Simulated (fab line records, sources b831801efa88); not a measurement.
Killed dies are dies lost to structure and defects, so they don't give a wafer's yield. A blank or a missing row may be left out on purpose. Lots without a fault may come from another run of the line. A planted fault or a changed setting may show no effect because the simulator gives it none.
Chamber matching | flow sky130 | SKY_VIA2_ETCH_14 on rie_diel-04: 4 sister chambers
The step etches BARC in N2/H2, stops on SiO2, time 45.9 s, target depth 60 nm. 14 wafers are shown with their chamber, then 7 later ones without.

WAFERS WITH THEIR CHAMBER
wafer  | chamber | drypump_motor_current_A (A) | throttle_valve_pct (%) | oes_product_au (a.u.)
L083.2 | 1       | 6.0                         | 13.226                 | 0.866
L083.5 | 2       | 5.1                         | 13.235                 | 0.857
L083.6 | 1       | 6.0                         | 13.214                 | 0.868
L087.1 | 1       | 5.9                         | 13.216                 | 0.851
L087.5 | 3       | 6.6                         | 13.238                 | 0.849
L087.6 | 2       | 5.1                         | 13.226                 | 0.855
L090.3 | 0       | 5.5                         | 13.238                 | 0.859
L090.4 | 2       | 5.1                         | 13.230                 | 0.861
L090.6 | 1       | 5.9                         | 13.226                 | 0.853
L092.3 | 3       | 6.6                         | 13.233                 | 0.843
L092.5 | 3       | 6.6                         | 13.224                 | 0.849
L092.6 | 2       | 5.1                         | 13.225                 | 0.848
L093.1 | 3       | 6.6                         | 13.228                 | 0.857
L093.2 | 1       | 5.9                         | 13.208                 | 0.861

SIGNATURES (means of the wafers above)
reading                 | chamber 0 | chamber 1 | chamber 2 | chamber 3 | scatter within a chamber
drypump_motor_current_A | 5.500     | 5.940     | 5.100     | 6.600     | 0.0346
throttle_valve_pct      | 13.23800  | 13.21800  | 13.22900  | 13.23075  | 0.00649
oes_product_au          | 0.85900   | 0.85980   | 0.85525   | 0.84950   | 0.00647
Rule: a wafer's distance from a chamber is the root of the sum, over the readings, of the square of ((its reading less the chamber's mean) divided by the reading's scatter). The wafer belongs to the nearest chamber; if the next one is less than 2 further off, it can't be placed. The scatter: the root of (the sum of the squares of (reading less its chamber's mean) over the shown wafers, divided by (wafers less chambers)).

WAFERS WITHOUT THEIR CHAMBER
wafer  | drypump_motor_current_A (A) | throttle_valve_pct (%) | oes_product_au (a.u.)
L093.6 | 5.9                         | 13.230                 | 0.859
L095.3 | 5.9                         | 13.227                 | 0.858
L095.5 | 5.5                         | 13.218                 | 0.851
L095.6 | 5.9                         | 13.235                 | 0.865
L096.1 | 5.5                         | 13.224                 | 0.849
L096.3 | 6.6                         | 13.215                 | 0.855
L096.4 | 5.1                         | 13.221                 | 0.859

WHICH CHAMBER EACH WENT THROUGH
wafer  | from the rows above | in truth
L093.6 | 1                   | 1
L095.3 | 1                   | 1
L095.5 | 0                   | 0
L095.6 | 1                   | 1
L096.1 | 0                   | 0
L096.3 | 3                   | 3
L096.4 | 2                   | 2
Placed correctly: 7 of 7. Can't be placed from these rows: 0. Placed wrongly: 0.
